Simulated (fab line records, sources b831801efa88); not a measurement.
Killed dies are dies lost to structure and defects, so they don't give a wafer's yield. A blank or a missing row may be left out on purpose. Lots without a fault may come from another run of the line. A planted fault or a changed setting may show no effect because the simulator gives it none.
Which tool did it? | flow sky130 | 12 lots, 36 wafers sampled, at 6 steps of a route of 708

WHAT THE GAUGES READ, wafer by wafer
SKY_POLY_GATE_THK_MEAS_01. Usual: POLY_GATE_CVD_00_THK 180.9 nm, standard deviation 1.4.
lot  | measured     | on            | POLY_GATE_CVD_00_THK (nm) | flag
L610 | day 13 22:32 | film_metro-03 | 182.7 181.6 179.9         |
L613 | day 14 23:33 | film_metro-02 | 180.2 180.3 178.2         |
L614 | day 15 06:40 | film_metro-03 | 178.9 179.4 180.1         |
L615 | day 15 16:41 | film_metro-03 | 181.8 180.9 181.9         |
L616 | day 15 22:09 | film_metro-02 | 179.9 181.7 180.4         |
L618 | day 17 02:47 | film_metro-01 | 178.3 179.1 178.9         |
L619 | day 17 07:20 | film_metro-03 | 180.2 182.1 182.0         |
L620 | day 17 12:55 | film_metro-03 | 180.0 179.1 177.9         |
L628 | day 20 04:43 | film_metro-02 | 180.5 179.2 179.0         |
L630 | day 21 08:30 | film_metro-02 | 180.3 180.0 181.9         |
L631 | day 21 11:15 | film_metro-03 | 179.8 178.5 180.0         |
L633 | day 22 00:43 | film_metro-03 | 180.0 181.7 180.1         |

SKY_RES_PROTECT_TW_MEAS_08. Usual: POLY_GATE_TW 4016, standard deviation 53.
lot  | measured     | on            | POLY_GATE_TW   | flag
L610 | day 15 01:05 | film_metro-03 | 4093 4080 4085 |
L613 | day 16 03:19 | film_metro-04 | 3988 3985 4014 |
L614 | day 16 10:24 | film_metro-03 | 4129 4095 4103 |
L615 | day 16 21:19 | film_metro-02 | 3945 3943 3950 |
L616 | day 17 02:25 | film_metro-03 | 4039 4050 4039 |
L618 | day 18 08:06 | film_metro-04 | 4000 3995 4002 |
L619 | day 18 12:47 | film_metro-02 | 3930 3939 3924 |
L620 | day 18 18:35 | film_metro-03 | 4091 4103 4092 |
L628 | day 21 12:35 | film_metro-04 | 4012 4022 4020 |
L630 | day 22 13:49 | film_metro-02 | 3958 3979 3973 |
L631 | day 22 17:35 | film_metro-02 | 3961 3972 3986 |
L633 | day 23 05:44 | film_metro-03 | 4093 4109 4093 |

SKY_LDD_HVN_OVL_MEAS_07. Usual: LDD_HVN_OVL -0.1 nm, standard deviation 1.3.
lot  | measured     | on         | LDD_HVN_OVL (nm) | flag
L610 | day 20 04:02 | overlay-01 | 0.7 1.1 0.5      |
L613 | day 21 09:28 | overlay-01 | 1.9 -0.1 1.0     |
L614 | day 21 16:25 | overlay-02 | -0.2 1.8 2.1     |
L615 | day 22 05:52 | overlay-02 | -1.8 -1.7 -3.3   |
L616 | day 22 07:05 | overlay-01 | -0.5 0.6 -0.2    |
L618 | day 23 16:16 | overlay-02 | -2.2 -1.9 0.8    |
L619 | day 23 22:00 | overlay-01 | -1.6 0.4 -0.3    |
L620 | day 24 03:29 | overlay-02 | -2.4 -1.0 0.9    |
L628 | day 26 16:16 | overlay-02 | - - -            | OFF
L630 | day 27 14:59 | overlay-01 | - - -            | OFF
L631 | day 27 19:43 | overlay-01 | -0.1 -0.2 0.4    |
L633 | day 28 08:18 | overlay-01 | -0.1 -0.9 -1.3   |

SKY_LDD_HVP_TW_MEAS_10. Usual: LDD_HVP_TW 455, standard deviation 7.
lot  | measured     | on            | LDD_HVP_TW                    | flag
L610 | day 21 11:47 | film_metro-03 | 466 467 465                   |
L613 | day 22 15:43 | film_metro-02 | 449 447 453                   |
L614 | day 22 23:27 | film_metro-04 | 458 456 451                   |
L615 | day 23 12:02 | film_metro-03 | 465 465 466                   |
L616 | day 23 13:14 | film_metro-02 | 448 446 448                   |
L618 | day 24 21:55 | film_metro-04 | 452 449 451                   |
L619 | day 25 03:13 | film_metro-03 | 466 463 462                   |
L620 | day 25 09:17 | film_metro-03 | 462 461 463                   |
L628 | day 27 21:22 | film_metro-03 | 1465 1469 1461 1472 1473 1470 | OFF
L630 | day 28 19:53 | film_metro-04 | 1449 1445 1448 1450 1438 1446 | OFF
L631 | day 29 01:18 | film_metro-04 | 451 453 451                   |
L633 | day 29 13:23 | film_metro-03 | 461 461 460                   |

WHICH TOOL RAN EACH LOT (tool, then ch and the chambers of the sampled wafers, then the start)
lot  | SKY_LDD_HVN_COAT_02               | SKY_LDD_HVN_STRIP_09
L610 | litho_track-01 ch 0, day 19 12:29 | plasma_asher-04 ch 0,1, day 20 04:14
L613 | litho_track-01 ch 0, day 20 17:45 | plasma_asher-04 ch 0,1, day 21 09:39
L614 | litho_track-01 ch 0, day 21 00:38 | plasma_asher-03 ch 0,1, day 21 16:38
L615 | litho_track-04 ch 0, day 21 14:32 | plasma_asher-02 ch 0,1, day 22 06:08
L616 | litho_track-01 ch 0, day 21 15:39 | plasma_asher-04 ch 0,1, day 22 07:16
L618 | litho_track-01 ch 0, day 23 01:00 | plasma_asher-04 ch 0,1, day 23 16:27
L619 | litho_track-01 ch 0, day 23 06:54 | plasma_asher-03 ch 0,1, day 23 22:11
L620 | litho_track-04 ch 0, day 23 12:23 | plasma_asher-02 ch 0,1, day 24 03:48
L628 | litho_track-04, day 26 01:16      | plasma_asher-03 ch 0,1, day 26 16:27
L630 | litho_track-01, day 27 00:54      | plasma_asher-04 ch 0,1, day 27 15:10
L631 | litho_track-02 ch 0, day 27 05:53 | plasma_asher-03 ch 0,1, day 27 19:56
L633 | litho_track-02 ch 0, day 27 18:11 | plasma_asher-04 ch 0,1, day 28 08:31
- SKY_LDD_HVN_COAT_02: resist thk 300 nm.
- SKY_LDD_HVN_STRIP_09: strips in O2/N2.

WHAT THE TOOLS THEMSELVES READ (means of the sampled wafers that have a number; where no wafer has one, the mark that the record gives instead)
SKY_LDD_HVN_COAT_02. Usual: chill_plate_temp_C 22.98 C, standard deviation 0.12; dispense_pressure_kPa 52.5 kPa, standard deviation 2.3.
lot  | tool           | chill_plate_temp_C (C) | dispense_pressure_kPa (kPa) | flag
L610 | litho_track-01 | 22.76                  | 53.0                        |
L613 | litho_track-01 | 22.97                  | 53.0                        |
L614 | litho_track-01 | 23.05                  | 53.0                        |
L615 | litho_track-04 | 22.94                  | 55.5                        |
L616 | litho_track-01 | 23.04                  | 53.0                        |
L618 | litho_track-01 | 23.03                  | 52.9                        |
L619 | litho_track-01 | 22.97                  | 52.9                        |
L620 | litho_track-04 | 23.07                  | 55.5                        |
L628 | litho_track-04 | -                      | -                           | OFF
L630 | litho_track-01 | -                      | -                           | OFF
L631 | litho_track-02 | 23.00                  | 49.5                        |
L633 | litho_track-02 | 22.93                  | 49.6                        |

SKY_LDD_HVN_STRIP_09. Usual: chamber_pressure_mTorr 1500.1 mTorr, standard deviation 1.4; drypump_motor_current_A 5.92 A, standard deviation 0.28; oes_product_au 0.408 a.u., standard deviation 0.0052; strip_time_to_endpoint_s 4.136 s, standard deviation 0.015.
lot  | tool            | chamber_pressure_mTorr (mTorr) | drypump_motor_current_A (A) | oes_product_au (a.u.) | strip_time_to_endpoint_s (s) | flag
L610 | plasma_asher-04 | 1499.9                         | 6.14                        | 0.409                 | 4.150                        |
L613 | plasma_asher-04 | 1500.6                         | 6.04                        | 0.407                 | 4.137                        |
L614 | plasma_asher-03 | 1499.7                         | 5.88                        | 0.407                 | 4.156                        |
L615 | plasma_asher-02 | 1499.6                         | 5.94                        | 0.407                 | 4.147                        |
L616 | plasma_asher-04 | 1499.8                         | 6.04                        | 0.406                 | 4.127                        |
L618 | plasma_asher-04 | 1500.2                         | 6.14                        | 0.405                 | 4.119                        |
L619 | plasma_asher-03 | 1499.5                         | 5.90                        | 0.406                 | 4.128                        |
L620 | plasma_asher-02 | 1501.3                         | 5.92                        | 0.412                 | 4.126                        |
L628 | plasma_asher-03 | 1500.8                         | 5.88                        | -                     | -                            | OFF
L630 | plasma_asher-04 | 1500.1                         | 6.03                        | -                     | -                            | OFF
L631 | plasma_asher-03 | 1499.2                         | 5.90                        | 0.408                 | 4.145                        |
L633 | plasma_asher-04 | 1498.7                         | 6.13                        | 0.412                 | 4.144                        |

THE ANSWER, worked out from the rows above alone
Rule: a lot is off if the mean of its wafers that have a number lies more than 3 standard deviations from the usual mean. A lot without any number at a reading at which 4 lots or more have one is off too. The other lots that the step has rows for count as sound. The gauges are gone through in route order, then the tools' own readings, and for those a lot's mean is taken as printed above. The first step at which some lot is off is used, and at that step the reading that is off furthest; a lot without a number counts as furthest.
Off: L628, L630, at SKY_LDD_HVN_OVL_MEAS_07 (LDD_HVN_OVL). Without a number there: L628, L630.
A tool fits if, at a process step before that reading, it ran every lot that is off, and no sound lot after the first of them. The gauges at SKY_LDD_HVN_OVL_MEAS_07 aren't tried: what is off there is off at SKY_LDD_HVP_TW_MEAS_10 too, on other tools, and a gauge's error can't cause that. None of those tried fits.

WHAT THE SIMULATOR HAD PUT IN
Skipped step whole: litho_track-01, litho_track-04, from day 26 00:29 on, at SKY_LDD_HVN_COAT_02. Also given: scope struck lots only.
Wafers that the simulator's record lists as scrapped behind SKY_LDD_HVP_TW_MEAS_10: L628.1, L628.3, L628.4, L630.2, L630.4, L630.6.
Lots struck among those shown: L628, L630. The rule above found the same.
